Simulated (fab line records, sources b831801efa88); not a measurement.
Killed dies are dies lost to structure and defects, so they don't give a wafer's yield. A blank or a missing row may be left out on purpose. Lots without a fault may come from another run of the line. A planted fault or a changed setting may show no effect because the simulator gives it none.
Which tool did it? | flow sky130 | 14 lots, 42 wafers sampled, at 2 steps of a route of 708

WHAT THE GAUGES READ, wafer by wafer
SKY_VT_ADJUST_NCORE_CD_MEAS_07: target cd 380 nm.
lot  | measured     | on        | cd_nm (nm)
L599 | day 8 15:20  | cd_sem-02 | 378.2 379.6 380.4
L600 | day 8 17:54  | cd_sem-01 | 381.4 381.0 382.1
L604 | day 9 22:57  | cd_sem-01 | 379.9 379.0 378.7
L606 | day 10 14:52 | cd_sem-02 | 377.1 377.1 377.1
L607 | day 10 21:43 | cd_sem-02 | 383.1 381.3 397.6
L610 | day 11 16:03 | cd_sem-02 | 394.9 380.1 396.0
L613 | day 12 12:31 | cd_sem-02 | 380.6 381.1 381.8
L614 | day 12 23:00 | cd_sem-02 | 376.2 378.8 378.9
L615 | day 13 03:49 | cd_sem-01 | 382.2 383.8 384.7
L617 | day 13 20:37 | cd_sem-01 | 380.7 382.6 381.6
L619 | day 14 09:15 | cd_sem-02 | 380.8 379.9 379.3
L620 | day 14 17:49 | cd_sem-02 | 377.3 379.9 376.5
L621 | day 15 01:31 | cd_sem-01 | 381.2 379.3 381.3
L622 | day 16 04:03 | cd_sem-01 | 374.7 377.4 378.1

WHICH TOOL RAN EACH LOT (tool, then ch and the chambers of the sampled wafers, then the start)
lot  | SKY_VT_ADJUST_NCORE_DEVELOP_06
L599 | litho_track-01 ch 0, day 8 15:11
L600 | litho_track-03 ch 0, day 8 17:45
L604 | litho_track-02 ch 0, day 9 22:48
L606 | litho_track-03 ch 0, day 10 14:43
L607 | litho_track-02 ch 0, day 10 21:35
L610 | litho_track-02 ch 0, day 11 15:54
L613 | litho_track-03 ch 0, day 12 12:22
L614 | litho_track-03 ch 0, day 12 22:51
L615 | litho_track-03 ch 0, day 13 03:39
L617 | litho_track-01 ch 0, day 13 20:28
L619 | litho_track-02 ch 0, day 14 09:06
L620 | litho_track-01 ch 0, day 14 17:40
L621 | litho_track-02 ch 0, day 15 01:23
L622 | litho_track-02 ch 0, day 16 03:54
- SKY_VT_ADJUST_NCORE_DEVELOP_06: develop time 60 s.

WHAT THE TOOLS THEMSELVES READ (means of the sampled wafers that have a number; where no wafer has one, the mark that the record gives instead)
The record holds no such reading with a usual standard deviation.

THE ANSWER, worked out from the rows above alone
Rule: what is usual is taken from the lots themselves. Put in order of their means at a reading, lots are off if they are a third of the lots or fewer, leave a main group of 4 or more, and stand apart from it by a gap of 3 or more times the standard deviation of the main group's means; of several such gaps the widest counts. A main group whose means are all the same, to the digits that the tables above print for the reading, isn't used. A lot without any number at a reading at which 4 lots or more have one is off too. The other lots that the step has rows for count as sound. The gauges are gone through in route order, then the tools' own readings, and for those a lot's mean is taken as printed above. The first step at which some lot is off is used, and at that step the reading that is off furthest; a lot without a number counts as furthest.
No lot is off at any reading shown: from this, nothing can be told.

WHAT THE SIMULATOR HAD PUT IN
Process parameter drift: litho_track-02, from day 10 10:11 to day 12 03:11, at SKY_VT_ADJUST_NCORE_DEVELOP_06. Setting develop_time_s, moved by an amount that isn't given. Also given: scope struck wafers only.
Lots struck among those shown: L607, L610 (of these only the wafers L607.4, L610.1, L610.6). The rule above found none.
